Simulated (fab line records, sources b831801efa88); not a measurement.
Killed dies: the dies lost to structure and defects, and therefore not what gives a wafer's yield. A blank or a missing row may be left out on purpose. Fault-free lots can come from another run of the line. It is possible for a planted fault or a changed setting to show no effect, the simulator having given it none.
fab line records ; flow sky130
record: lots: 6; wafers: 18; lastDay: 50
route steps=708 shown PWDE@52 NWELL@56 PAD_OPEN@708
lots that met no fault: from a run of the same line without faults
startH: hours from the record's opening day to when the first of the lot's shown wafers began ; waitH: hours since the lot's step before ; " identical to the entry in the row above ; L1.1+2: a row that stands for several wafers ; - either no value or no given start ; * or withheld: withheld ; < > ~ a bound
route shown NAME@n: a module of which the file shows steps, and the number in the route of the first ; usual: mean/standard deviation of fault-free wafers ; same: alike in all rows ; chamber/n: place in a boat ; sites: readings site by site ; _std_site: the standard deviation of these ; _edge_site: inner sites' mean taken away from outer sites' mean ; radiusMm: for every site, how far away it sits from the centre of the wafer ; mask NAME#n: copy n ; behind: the last tool/chamber to shape the wafer ; hold: the reason the lot was held/the length of the hold in hours/how it ended ; device: names the non-switching transistor (n, p or np) ; end of line: tests of these same wafers at the route's end ; for a step that has no rows: nothing shown but its recipe ; killed: at the first sort, the dies lost to defects and structure; wafer yield is something else ; map: a wafer's dies, x killed, . not, _ none there
set.NAME: the setting that was run; set.NAME@STEP: the one run at that earlier step ; model.NAME: the simulator's own value behind a step, which no gauge read
certain route steps with their lots: each step a table, each wafer a row
services: a tool's chamber out of use, with start hour (startH, from the record's first day; less than 0 if before it), hours out, and reason
== steps ==
step: SKY_PWDE_OVL_MEAS_07
usual: PWDE_OVL: -0.4/1.4
lot.wafer;tool;chamber;startH;waitH;PWDE_OVL[nm]
L255.2;overlay-01;-;92.56;-;-0.5
L255.4;overlay-01;-;92.56;-;1.2
L255.6;overlay-01;-;92.56;-;-0.7
L258.1;overlay-02;-;112.39;-;2.6
L258.4;overlay-02;-;112.39;-;0.6
L258.5;overlay-02;-;112.39;-;0.7
L264.3;overlay-01;-;139.57;-;-3.3
L264.4;overlay-01;-;139.57;-;-1.1
L264.6;overlay-01;-;139.57;-;-1.6
L267.4;overlay-02;-;160.07;-;-1.1
L267.5;overlay-02;-;160.07;-;0.7
L267.6;overlay-02;-;160.07;-;-0.6
L271.2;overlay-02;-;179.36;-;-0.6
L271.4;overlay-02;-;179.36;-;0.7
L271.6;overlay-02;-;179.36;-;-1.5
L273.3;overlay-02;-;193.12;-;-1.2
L273.4;overlay-02;-;193.12;-;1.3
L273.6;overlay-02;-;193.12;-;0.5
step: SKY_PWDE_IMPLANT_08
recipe: species: B; energyKev: 150; doseCm2: 3.643e+12; tiltDeg: withheld
step: SKY_PWDE_STRIP_09
recipe: chemistry: O2/N2; powerW: 1400; pressureMtorr: 1500; platenTempC: withheld; o2FlowSccm: 3000; n2FlowSccm: 300; overashFraction: 0.5
usual: drypumpMotorCurrentA: 5.8/0.36; oesProductAu: 0.722/0.0046; stripTimeToEndpointS: 36.91/0.12
lot.wafer;tool;chamber;startH;waitH;drypumpMotorCurrentA;oesProductAu;rfHoursCounterH;stripTimeToEndpointS
L255.2;plasmaAsher-01;0;92.74;0.1;5.5;0.716;41;36.88
L255.4;plasmaAsher-01;1;92.74;0.1;6.2;0.715;-;36.93
L255.6;plasmaAsher-01;1;92.74;0.1;6.3;0.721;-;36.82
L258.1;plasmaAsher-04;0;112.57;0.1;5.9;0.711;45;36.92
L258.4;plasmaAsher-04;1;112.57;0.1;5.3;0.726;-;36.83
L258.5;plasmaAsher-04;0;112.57;0.1;5.9;0.724;-;36.76
L264.3;plasmaAsher-02;1;139.78;0.1;6.2;0.722;-;36.71
L264.4;plasmaAsher-02;0;139.78;0.1;6.1;0.726;-;36.75
L264.6;plasmaAsher-02;0;139.78;0.1;6.1;0.724;-;36.81
L267.4;plasmaAsher-04;1;160.28;0.1;5.3;0.730;-;37.10
L267.5;plasmaAsher-04;1;160.28;0.1;5.3;0.727;-;36.95
L267.6;plasmaAsher-04;0;160.28;0.1;5.9;0.719;-;37.15
L271.2;plasmaAsher-01;1;179.54;0.1;6.3;0.722;49;36.83
L271.4;plasmaAsher-01;1;179.54;0.1;6.3;0.723;-;36.85
L271.6;plasmaAsher-01;1;179.54;0.1;6.3;0.726;-;36.93
L273.3;plasmaAsher-01;0;193.33;0.1;5.6;0.722;-;37.05
L273.4;plasmaAsher-01;1;193.33;0.1;6.3;0.725;-;36.98
L273.6;plasmaAsher-01;0;193.33;0.1;5.5;0.721;-;36.96
step: SKY_PWDE_TW_MEAS_10
usual: PWDE_TW: 380.2/1.7
lot.wafer;tool;chamber;startH;waitH;PWDE_TW
L255.2;filmMetro-01;-;92.85;0.1;378.0
L255.4;filmMetro-01;-;92.85;0.1;376.5
L255.6;filmMetro-01;-;92.85;0.1;378.6
L258.1;filmMetro-01;-;112.67;0.1;378.8
L258.4;filmMetro-01;-;112.67;0.1;378.3
L258.5;filmMetro-01;-;112.67;0.1;378.4
L264.3;filmMetro-01;-;139.86;0.1;380.6
L264.4;filmMetro-01;-;139.86;0.1;378.4
L264.6;filmMetro-01;-;139.86;0.1;377.1
L267.4;filmMetro-01;-;160.37;0.1;380.0
L267.5;filmMetro-01;-;160.37;0.1;377.4
L267.6;filmMetro-01;-;160.37;0.1;379.1
L271.2;filmMetro-03;-;179.65;0.1;382.0
L271.4;filmMetro-03;-;179.65;0.1;382.0
L271.6;filmMetro-03;-;179.65;0.1;381.2
L273.3;filmMetro-01;-;193.41;0.1;381.2
L273.4;filmMetro-01;-;193.41;0.1;380.2
L273.6;filmMetro-01;-;193.41;0.1;382.4
step: SKY_NWELL_DEHYDRATE_03
recipe: tempC: 200; timeS: 60
step: SKY_NWELL_HMDS_04
recipe: primeTimeS: 60; primeTempC: 120
step: SKY_NWELL_COAT_05
recipe: spinRpm: 2000; resistThkNm: 3000
step: SKY_NWELL_SOFTBAKE_06
recipe: tempC: 110; timeS: withheld
step: SKY_NWELL_EXPOSE_07
recipe: maskId: NWM; na: 0.6; sourceShape: conventional; sigmaOuter: 0.6; polarization: unpolarized; targetCdNm: 840; doseMj: 255
step: SKY_NWELL_PEB_08
recipe: tempC: 115; timeS: withheld
step: SKY_NWELL_DEVELOP_09
recipe: wallAngleDeg: 90; developer: TMAH; developTimeS: 60; devTempC: 23
step: SKY_NWELL_OVL_MEAS_10
usual: NWELL_00_OVL: 0.0/1.3
lot.wafer;tool;chamber;startH;waitH;NWELL_00_OVL[nm]
L255.2;overlay-01;-;109.81;-;1.5
L255.4;overlay-01;-;109.81;-;0.5
L255.6;overlay-01;-;109.81;-;-0.3
L258.1;overlay-02;-;130.14;-;0.6
L258.4;overlay-02;-;130.14;-;2.2
L258.5;overlay-02;-;130.14;-;0.0
L264.3;overlay-02;-;159.79;-;-2.1
L264.4;overlay-02;-;159.79;-;-1.2
L264.6;overlay-02;-;159.79;-;-0.5
L267.4;overlay-02;-;180.29;-;0.3
L267.5;overlay-02;-;180.29;-;0.5
L267.6;overlay-02;-;180.29;-;-1.1
L271.2;overlay-02;-;199.61;-;0.3
L271.4;overlay-02;-;199.61;-;2.3
L271.6;overlay-02;-;199.61;-;-0.2
L273.3;overlay-01;-;213.27;-;0.4
L273.4;overlay-01;-;213.27;-;0.1
L273.6;overlay-01;-;213.27;-;-0.2
step: SKY_NWELL_IMPLANT_11
recipe: species: P; energyKev: 400; doseCm2: 1.9e+13; tiltDeg: withheld
usual: beamEnergyKeV: 400.00/0.13
lot.wafer;tool;chamber;startH;waitH;beamEnergyKeV;model.implant.rpNm;model.implant.drpNm
L255.2;implanter-01;0;109.87;0.0;400.04;509;116.9
L255.4;implanter-01;0;109.87;0.0;400.17;509;116.9
L255.6;implanter-01;0;109.87;0.0;400.05;509;116.9
L258.1;implanter-02;0;130.17;0.0;400.09;505;116.9
L258.4;implanter-02;0;130.17;0.0;400.01;505;116.9
L258.5;implanter-02;0;130.17;0.0;399.99;505;116.9
L264.3;implanter-01;0;159.86;0.1;386.44;501;114.8
L264.4;implanter-01;0;159.86;0.1;386.44;501;114.8
L264.6;implanter-01;0;159.86;0.1;386.41;501;114.8
L267.4;implanter-01;0;180.39;0.1;386.22;477.9;114.8
L267.5;implanter-01;0;180.39;0.1;386.41;477.9;114.8
L267.6;implanter-01;0;180.39;0.1;386.25;477.9;114.8
L271.2;implanter-02;0;199.67;0.0;400.13;484.3;116.9
L271.4;implanter-02;0;199.67;0.0;400.03;484.3;116.9
L271.6;implanter-02;0;199.67;0.0;400.03;484.3;116.9
L273.3;implanter-03;0;213.34;0.1;400.06;502.9;116.9
L273.4;implanter-03;0;213.34;0.1;399.94;502.9;116.9
L273.6;implanter-03;0;213.34;0.1;400.05;502.9;116.9
step: SKY_NWELL_IMPLANT_12
recipe: species: P; energyKev: 120; doseCm2: 1.3e+12; tiltDeg: withheld
step: SKY_NWELL_IMPLANT_13
recipe: species: P; energyKev: 50; doseCm2: 7e+11; tiltDeg: withheld
step: SKY_NWELL_STRIP_14
recipe: chemistry: O2/N2; powerW: 1400; pressureMtorr: 1500; platenTempC: withheld; o2FlowSccm: 3000; n2FlowSccm: 300; overashFraction: 0.5
usual: drypumpMotorCurrentA: 5.8/0.37; oesProductAu: 0.723/0.0042; stripTimeToEndpointS: 36.90/0.1
lot.wafer;tool;chamber;startH;waitH;drypumpMotorCurrentA;oesProductAu;rfHoursCounterH;stripTimeToEndpointS
L255.2;plasmaAsher-04;0;110.29;0.1;5.9;0.725;44;36.87
L255.4;plasmaAsher-04;1;110.29;0.1;5.3;0.719;-;36.89
L255.6;plasmaAsher-04;0;110.29;0.1;5.9;0.722;-;36.94
L258.1;plasmaAsher-04;0;130.62;0.1;5.9;0.720;46;36.79
L258.4;plasmaAsher-04;1;130.62;0.1;5.3;0.727;-;36.79
L258.5;plasmaAsher-04;0;130.62;0.1;5.9;0.734;-;36.80
L264.3;plasmaAsher-03;0;160.29;0.1;6.3;0.732;-;36.86
L264.4;plasmaAsher-03;1;160.29;0.1;5.6;0.722;-;36.81
L264.6;plasmaAsher-03;0;160.29;0.1;6.3;0.718;-;36.98
L267.4;plasmaAsher-04;0;180.79;0.1;5.9;0.720;-;36.76
L267.5;plasmaAsher-04;0;180.79;0.1;5.9;0.718;-;36.88
L267.6;plasmaAsher-04;1;180.79;0.1;5.3;0.728;-;36.85
L271.2;plasmaAsher-01;0;200.09;0.1;5.5;0.716;51;36.94
L271.4;plasmaAsher-01;1;200.09;0.1;6.3;0.727;-;36.81
L271.6;plasmaAsher-01;0;200.09;0.1;5.5;0.719;-;36.81
L273.3;plasmaAsher-03;1;213.78;0.1;5.6;0.725;-;36.70
L273.4;plasmaAsher-03;0;213.78;0.1;6.3;0.723;-;36.82
L273.6;plasmaAsher-03;1;213.78;0.1;5.6;0.727;-;36.78
step: SKY_NWELL_TW_MEAS_15
usual: NWELL_TW: 1844/8.7
lot.wafer;tool;chamber;startH;waitH;NWELL_TW
L255.2;filmMetro-03;-;110.40;0.1;1834
L255.4;filmMetro-03;-;110.40;0.1;1836
L255.6;filmMetro-03;-;110.40;0.1;1830
L258.1;filmMetro-03;-;130.72;0.1;1838
L258.4;filmMetro-03;-;130.72;0.1;1825
L258.5;filmMetro-03;-;130.72;0.1;1837
L264.3;filmMetro-03;-;160.38;0.1;1834
L264.4;filmMetro-03;-;160.38;0.1;1831
L264.6;filmMetro-03;-;160.38;0.1;1839
L267.4;filmMetro-03;-;180.89;0.1;1840
L267.5;filmMetro-03;-;180.89;0.1;1843
L267.6;filmMetro-03;-;180.89;0.1;1843
L271.2;filmMetro-03;-;200.20;0.1;1847
L271.4;filmMetro-03;-;200.20;0.1;1841
L271.6;filmMetro-03;-;200.20;0.1;1843
L273.3;filmMetro-01;-;213.86;0.1;1857
L273.4;filmMetro-01;-;213.86;0.1;1855
L273.6;filmMetro-01;-;213.86;0.1;1863
step: SKY_NWELL_DEHYDRATE_16
recipe: tempC: 200; timeS: 60
step: SKY_NWELL_HMDS_17
recipe: primeTimeS: 60; primeTempC: 120
step: SKY_NWELL_COAT_18
recipe: spinRpm: 2000; resistThkNm: 3000
step: SKY_NWELL_SOFTBAKE_19
recipe: tempC: 110; timeS: withheld
step: SKY_NWELL_EXPOSE_20
recipe: maskId: NWM_COMPLEMENT; na: 0.6; sourceShape: conventional; sigmaOuter: 0.6; polarization: unpolarized; targetCdNm: 840; doseMj: 260
step: SKY_NWELL_PEB_21
recipe: tempC: 115; timeS: withheld
step: SKY_NWELL_DEVELOP_22
recipe: wallAngleDeg: 90; developer: TMAH; developTimeS: 60; devTempC: 23
step: SKY_NWELL_OVL_MEAS_23
usual: NWELL_01_OVL: 0.1/1.3
lot.wafer;tool;chamber;startH;waitH;NWELL_01_OVL[nm]
L255.2;overlay-01;-;128.23;-;-2.1
L255.4;overlay-01;-;128.23;-;-1.3
L255.6;overlay-01;-;128.23;-;-1.6
L258.1;overlay-01;-;150.51;-;-0.5
L258.4;overlay-01;-;150.51;-;1.6
L258.5;overlay-01;-;150.51;-;1.2
L264.3;overlay-01;-;180.30;-;0.1
L264.4;overlay-01;-;180.30;-;0.6
L264.6;overlay-01;-;180.30;-;-0.4
L267.4;overlay-02;-;200.39;-;1.9
L267.5;overlay-02;-;200.39;-;-0.4
L267.6;overlay-02;-;200.39;-;1.1
L271.2;overlay-01;-;221.23;-;0.0
L271.4;overlay-01;-;221.23;-;0.5
L271.6;overlay-01;-;221.23;-;-0.7
L273.3;overlay-01;-;234.95;-;-0.4
L273.4;overlay-01;-;234.95;-;-0.5
L273.6;overlay-01;-;234.95;-;-1.0
step: SKY_NWELL_IMPLANT_24
recipe: species: B; energyKev: 140; doseCm2: 9.377e+12; tiltDeg: withheld
step: SKY_NWELL_STRIP_25
recipe: chemistry: O2/N2; powerW: 1400; pressureMtorr: 1500; platenTempC: withheld; o2FlowSccm: 3000; n2FlowSccm: 300; overashFraction: 0.5
usual: drypumpMotorCurrentA: 5.8/0.37; oesProductAu: 0.722/0.0047; stripTimeToEndpointS: 36.92/0.12
lot.wafer;tool;chamber;startH;waitH;drypumpMotorCurrentA;oesProductAu;rfHoursCounterH;stripTimeToEndpointS
L255.2;plasmaAsher-03;0;128.41;0.1;6.3;0.725;35;36.94
L255.4;plasmaAsher-03;0;128.41;0.1;6.3;0.715;-;37.04
L255.6;plasmaAsher-03;1;128.41;0.1;5.6;0.729;-;37.08
L258.1;plasmaAsher-01;1;150.69;0.1;6.3;0.722;47;36.83
L258.4;plasmaAsher-01;1;150.69;0.1;6.3;0.724;-;36.83
L258.5;plasmaAsher-01;1;150.69;0.1;6.3;0.724;-;36.96
L264.3;plasmaAsher-03;0;180.51;0.1;6.3;0.720;-;36.75
L264.4;plasmaAsher-03;1;180.51;0.1;5.6;0.721;-;36.73
L264.6;plasmaAsher-03;1;180.51;0.1;5.6;0.723;-;36.71
L267.4;plasmaAsher-03;1;200.59;0.1;5.6;0.724;-;36.90
L267.5;plasmaAsher-03;0;200.59;0.1;6.3;0.728;-;36.88
L267.6;plasmaAsher-03;1;200.59;0.1;5.6;0.726;-;37.00
L271.2;plasmaAsher-03;0;221.41;0.1;6.3;0.727;44;36.79
L271.4;plasmaAsher-03;1;221.41;0.1;5.6;0.728;-;36.83
L271.6;plasmaAsher-03;1;221.41;0.1;5.6;0.719;-;37.11
L273.3;plasmaAsher-04;0;235.16;0.1;5.9;0.727;-;36.88
L273.4;plasmaAsher-04;1;235.16;0.1;5.3;0.726;-;37.01
L273.6;plasmaAsher-04;1;235.16;0.1;5.4;0.719;-;36.94
step: SKY_NWELL_TW_MEAS_26
usual: NWELL_2_TW: 507.0/2.5
lot.wafer;tool;chamber;startH;waitH;NWELL_2_TW
L255.2;filmMetro-03;-;128.52;0.1;503.5
L255.4;filmMetro-03;-;128.52;0.1;502.6
L255.6;filmMetro-03;-;128.52;0.1;503.9
L258.1;filmMetro-01;-;150.79;0.1;505.6
L258.4;filmMetro-01;-;150.79;0.1;504.8
L258.5;filmMetro-01;-;150.79;0.1;501.9
L264.3;filmMetro-02;-;180.59;0.1;510.4
L264.4;filmMetro-02;-;180.59;0.1;510.1
L264.6;filmMetro-02;-;180.59;0.1;510.3
L267.4;filmMetro-03;-;200.69;0.1;505.9
L267.5;filmMetro-03;-;200.69;0.1;509.2
L267.6;filmMetro-03;-;200.69;0.1;505.4
L271.2;filmMetro-01;-;221.52;0.1;505.4
L271.4;filmMetro-01;-;221.52;0.1;505.1
L271.6;filmMetro-01;-;221.52;0.1;505.3
L273.3;filmMetro-03;-;235.24;0.1;508.1
L273.4;filmMetro-03;-;235.24;0.1;505.3
L273.6;filmMetro-03;-;235.24;0.1;508.9
step: SKY_NWELL_CLEAN_27
recipe: chemistry: SC1/SC2; mix: 1:4:20; tempC: 70; timeS: 150; dry: n2Spin
step: SKY_NWELL_RTA_28
recipe: tempC: 1050; timeS: 30; idleTempC: 650; rampUpCPerS: 150; rampDownCPerS: 90; ambient: N2
usual: lampPowerPct: 25.31/0.05; wafer_temp_C_max: 1054.8/0.88
lot.wafer;tool;chamber;startH;waitH;lampPowerPct;wafer_temp_C_max
L255.2;rtpAnneal-01;0;128.66;0.0;25.29;1055.2
L255.4;rtpAnneal-01;0;128.66;0.0;25.23;1054.5
L255.6;rtpAnneal-01;0;128.66;0.0;25.28;1055.8
L258.1;rtpAnneal-02;0;150.90;0.0;25.28;1054.3
L258.4;rtpAnneal-02;0;150.90;0.0;25.32;1054.3
L258.5;rtpAnneal-02;0;150.90;0.0;25.33;1054.5
L264.3;rtpAnneal-02;0;180.72;0.0;25.30;1056.1
L264.4;rtpAnneal-02;0;180.72;0.0;25.34;1055.8
L264.6;rtpAnneal-02;0;180.72;0.0;25.38;1054.0
L267.4;rtpAnneal-02;0;200.87;0.1;25.31;1054.6
L267.5;rtpAnneal-02;0;200.87;0.1;25.29;1054.7
L267.6;rtpAnneal-02;0;200.87;0.1;25.25;1055.7
L271.2;rtpAnneal-02;0;221.64;0.0;25.27;1055.8
L271.4;rtpAnneal-02;0;221.64;0.0;25.30;1055.2
L271.6;rtpAnneal-02;0;221.64;0.0;25.25;1054.5
L273.3;rtpAnneal-01;0;235.37;0.0;25.27;1054.8
L273.4;rtpAnneal-01;0;235.37;0.0;25.34;1054.0
L273.6;rtpAnneal-01;0;235.37;0.0;25.40;1055.0
step: SKY_NWELL_RS_MEAS_29
recipe: thkMeasGauge: four-point-probe
usual: NWELL_RS: 623.8/1.7
lot.wafer;tool;chamber;startH;waitH;NWELL_RS[ohm/sq]
L255.2;filmMetro-01;-;128.85;0.2;622.3
L255.4;filmMetro-01;-;128.85;0.2;623.9
L255.6;filmMetro-01;-;128.85;0.2;622.8
L258.1;filmMetro-03;-;151.00;0.1;624.0
L258.4;filmMetro-03;-;151.00;0.1;624.5
L258.5;filmMetro-03;-;151.00;0.1;623.7
L264.3;filmMetro-01;-;180.82;0.1;629.0
L264.4;filmMetro-01;-;180.82;0.1;631.2
L264.6;filmMetro-01;-;180.82;0.1;629.8
L267.4;filmMetro-02;-;200.98;0.1;629.5
L267.5;filmMetro-02;-;200.98;0.1;627.1
L267.6;filmMetro-02;-;200.98;0.1;631.0
L271.2;filmMetro-03;-;221.74;0.1;621.0
L271.4;filmMetro-03;-;221.74;0.1;620.4
L271.6;filmMetro-03;-;221.74;0.1;622.7
L273.3;filmMetro-01;-;235.47;0.1;624.5
L273.4;filmMetro-01;-;235.47;0.1;624.2
L273.6;filmMetro-01;-;235.47;0.1;623.0
step: SKY_PAD_OPEN_PROBE_99
usual: killed_at_M0_to_M3: 43/6.4; killed_at_M4_up: 3.2/1.8; killedAtContacts: 25/5.8; killedAtFrontEnd: 16/4.1; killedAtOther: 0.2/0.47; killedDies: 88/9.9; killedOpen: 47/7.3; killedShort: 40/7.1
same: grossDies: 492; killedAtBackSide: 0
lot.wafer;tool;chamber;startH;waitH;killed_at_M0_to_M3;killed_at_M4_up;killedAtContacts;killedAtFrontEnd;killedAtOther;killedDies;killedOpen;killedShort;model.etest.resNwell.lineOhmUm;model.etest.resNwell.rsOhmSq
L255.2;prober-01;-;1091.96;0.1;47;4;24;15;0;90;50;40;1111;908.7
L255.4;prober-01;-;1092.06;0.2;54;2;24;26;1;107;60;47;1082;886.2
L255.6;prober-01;-;1092.16;0.2;48;4;18;11;0;81;47;34;1095;909.6
L258.1;prober-02;-;1126.96;0.1;36;3;24;27;0;90;50;40;1097;896
L258.4;prober-02;-;1127.11;0.2;40;2;30;16;0;88;43;45;1077;897.8
L258.5;prober-02;-;1127.16;0.2;40;1;15;14;0;70;42;28;1089;904.2
L264.3;prober-02;-;1147.16;0.2;46;0;26;14;0;86;45;40;1101;914.4
L264.4;prober-02;-;1147.21;0.2;47;0;11;16;0;74;40;33;1125;938
L264.6;prober-02;-;1147.31;0.2;48;5;22;17;0;92;59;33;1103;916
L267.4;prober-01;-;1168.46;0.2;40;5;19;16;2;82;46;36;1202;1011
L267.5;prober-01;-;1168.51;0.2;46;3;23;17;0;89;45;43;1216;1042
L267.6;prober-01;-;1168.56;0.2;39;1;28;15;2;85;39;44;1173;1007
L271.2;prober-01;-;1185.76;0.1;40;5;28;6;0;79;49;30;1158;952
L271.4;prober-01;-;1185.86;0.2;44;2;32;16;0;94;53;41;1159;958.9
L271.6;prober-01;-;1185.96;0.2;35;1;26;13;0;75;46;25;1153;967.4
L273.3;prober-01;-;1191.32;0.2;39;3;26;10;0;78;45;33;1079;903
L273.4;prober-01;-;1191.37;0.2;44;4;31;10;0;89;59;30;1106;905.4
L273.6;prober-01;-;1191.47;0.2;47;4;31;16;0;98;53;45;1097;912.7
killed by level:class
L255.2 VIA2:geometricParticle:open=11 CONTACT:geometricParticle:open=10 VIA3:geometricParticle:open=9 METAL2:geometricParticle:short=8 VIA1:geometricParticle:open=6 LI_CONTACT:geometricParticle:short=5 FIELD_ISO:geometricParticle:short=4 LI_CONTACT:geometricParticle:open=4
L255.4 VIA1:geometricParticle:open=11 VIA3:geometricParticle:open=10 CONTACT:geometricParticle:open=9 POLY_GATE:geometricParticle:short=8 METAL1:geometricParticle:short=8 FIELD_ISO:geometricParticle:open=7 LI_CONTACT:geometricParticle:open=6 VIA3:geometricParticle:short=6
L255.6 VIA1:geometricParticle:open=10 LI_CONTACT:geometricParticle:open=8 VIA3:geometricParticle:open=8 METAL1:geometricParticle:short=7 METAL2:geometricParticle:short=7 CONTACT:geometricParticle:open=6 POLY_CUT:geometricParticle:open=4 POLY_GATE:geometricParticle:open=3
L258.1 FIELD_ISO:geometricParticle:open=10 CONTACT:geometricParticle:open=10 CONTACT:geometricParticle:short=7 VIA1:geometricParticle:open=7 POLY_GATE:geometricParticle:open=6 METAL1:geometricParticle:short=6 VIA2:geometricParticle:open=6 FIELD_ISO:geometricParticle:short=4
L258.4 LI_CONTACT:geometricParticle:open=11 CONTACT:geometricParticle:open=9 METAL1:geometricParticle:short=8 VIA1:geometricParticle:open=6 VIA1:geometricParticle:short=6 FIELD_ISO:geometricParticle:open=5 METAL2:geometricParticle:short=5 LOCAL_INTERCONNECT:geometricParticle:short=4
L258.5 VIA1:geometricParticle:open=13 CONTACT:geometricParticle:open=6 LI_CONTACT:geometricParticle:open=5 METAL2:geometricParticle:open=5 FIELD_ISO:geometricParticle:short=4 POLY_GATE:geometricParticle:open=4 METAL1:geometricParticle:short=4 VIA1:geometricParticle:short=3
L264.3 VIA1:geometricParticle:open=11 CONTACT:geometricParticle:open=9 VIA3:geometricParticle:open=8 FIELD_ISO:geometricParticle:short=7 CONTACT:geometricParticle:short=6 VIA2:geometricParticle:short=6 VIA2:geometricParticle:open=6 METAL2:geometricParticle:short=5
L264.4 VIA2:geometricParticle:open=9 VIA3:geometricParticle:open=7 FIELD_ISO:geometricParticle:open=5 VIA1:geometricParticle:open=5 VIA2:geometricParticle:short=5 FIELD_ISO:geometricParticle:short=4 POLY_GATE:geometricParticle:open=4 METAL1:geometricParticle:short=4
L264.6 CONTACT:geometricParticle:open=11 VIA1:geometricParticle:open=11 VIA2:geometricParticle:open=10 POLY_GATE:geometricParticle:open=5 VIA1:geometricParticle:short=5 LI_CONTACT:geometricParticle:open=5 VIA3:geometricParticle:open=5 METAL1:geometricParticle:short=5
L267.4 VIA1:geometricParticle:open=10 CONTACT:geometricParticle:open=7 VIA1:geometricParticle:short=6 POLY_GATE:geometricParticle:open=5 LI_CONTACT:geometricParticle:open=5 VIA3:geometricParticle:open=5 POLY_GATE:geometricParticle:short=4 VIA2:geometricParticle:open=4
L267.5 VIA1:geometricParticle:open=14 CONTACT:geometricParticle:open=8 FIELD_ISO:geometricParticle:open=6 VIA1:geometricParticle:short=6 CONTACT:geometricParticle:short=5 METAL1:geometricParticle:short=5 METAL2:geometricParticle:short=5 METAL3:geometricParticle:short=5
L267.6 VIA1:geometricParticle:open=9 LOCAL_INTERCONNECT:geometricParticle:short=7 LI_CONTACT:geometricParticle:open=6 CONTACT:geometricParticle:open=6 VIA1:geometricParticle:short=6 POLY_GATE:geometricParticle:short=5 CONTACT:geometricParticle:short=5 VIA3:geometricParticle:open=5
L271.2 VIA1:geometricParticle:open=11 CONTACT:geometricParticle:open=9 LI_CONTACT:geometricParticle:open=8 VIA3:geometricParticle:open=7 CONTACT:geometricParticle:short=5 LOCAL_INTERCONNECT:geometricParticle:short=4 VIA2:geometricParticle:open=4 METAL2:geometricParticle:short=3
L271.4 CONTACT:geometricParticle:open=13 VIA1:geometricParticle:open=11 LI_CONTACT:geometricParticle:open=9 POLY_GATE:geometricParticle:open=6 VIA3:geometricParticle:short=6 VIA2:geometricParticle:open=5 METAL1:geometricParticle:short=5 METAL2:geometricParticle:short=5
L271.6 CONTACT:geometricParticle:open=13 VIA1:geometricParticle:open=10 LI_CONTACT:geometricParticle:open=6 VIA3:geometricParticle:open=6 VIA2:geometricParticle:open=5 CONTACT:geometricParticle:short=4 METAL1:geometricParticle:short=4 NWELL:coatMicrobubblePrinted=4
L273.3 LI_CONTACT:geometricParticle:open=11 CONTACT:geometricParticle:open=9 METAL1:geometricParticle:short=6 METAL2:geometricParticle:short=6 VIA3:geometricParticle:open=6 VIA1:geometricParticle:open=5 VIA2:geometricParticle:open=5 VIA1:geometricParticle:short=4
L273.4 CONTACT:geometricParticle:open=15 VIA2:geometricParticle:open=12 LI_CONTACT:geometricParticle:open=8 VIA3:geometricParticle:open=7 VIA1:geometricParticle:open=6 LOCAL_INTERCONNECT:geometricParticle:short=4 METAL1:geometricParticle:short=4 METAL2:geometricParticle:short=4
L273.6 VIA2:geometricParticle:open=12 LOCAL_INTERCONNECT:geometricParticle:short=9 CONTACT:geometricParticle:open=9 LI_CONTACT:geometricParticle:open=7 VIA1:geometricParticle:open=7 VIA1:geometricParticle:short=6 METAL3:geometricParticle:short=6 VIA3:geometricParticle:open=5
== services ==
tool;chamber;startH;hours;kind
implanter-02;-;78.30;4.0;repair
implanter-02;-;86.64;11.6;pm
implanter-02;-;98.54;6.8;repair
plasmaAsher-02;-;108.75;9.0;pm
plasmaAsher-02;0;108.75;9.0;ventCycle
plasmaAsher-02;1;108.75;9.0;ventCycle
implanter-02;-;115.09;0.9;repair
plasmaAsher-02;0;117.75;-;clean
plasmaAsher-02;1;117.75;-;clean
implanter-02;-;122.19;3.1;pm
implanter-01;-;130.54;2.9;pm
plasmaAsher-01;-;154.29;2.0;repair
implanter-02;-;177.16;2.6;pm
plasmaAsher-02;-;188.72;2.8;pm
implanter-01;-;204.97;1.4;repair
plasmaAsher-04;-;211.52;7.7;repair
plasmaAsher-02;-;220.60;1.0;repair
implanter-02;-;229.70;25.3;pm
== key ==
firstSign: step: SKY_NWELL_IMPLANT_11; reading: beamEnergyKeV; direction: down; sigmas: 99+; usual: *; struck: *
effect: step: SKY_NWELL_RS_MEAS_29; reading: NWELL_RS; direction: up; sigmas: 3.4; usual: 623.8; struck: 629.6
modelEffect: step: SKY_NWELL_IMPLANT_11; value: implant.rpNm; without: 504.9; struck: 489.4
modelEffect: step: SKY_PAD_OPEN_PROBE_99; value: etest.resNwell.lineOhmUm; without: 1086; struck: 1153
metAt SKY_NWELL_IMPLANT_11
struckWafers L264.3,L264.4,L264.6,L267.4,L267.5,L267.6
testerLeftOut L264,L267
onsetBetween 109.87 159.86
fault: kind: processParameterDrift; tool: implanter-01; chamber: -; onsetH: 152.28; steps: SKY_NWELL_IMPLANT_11; channel: energyKev; offset: *; shape: step; endH: 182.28; actsIn: *; stated: *
testerLeftOut: of these lots the tester's yield and bins aren't shown, on N5 and GAA mostly nor the transistor test; their killed dies are dies lost to structure and defects alone, not to doping, threshold or leakage, so they don't give the yield
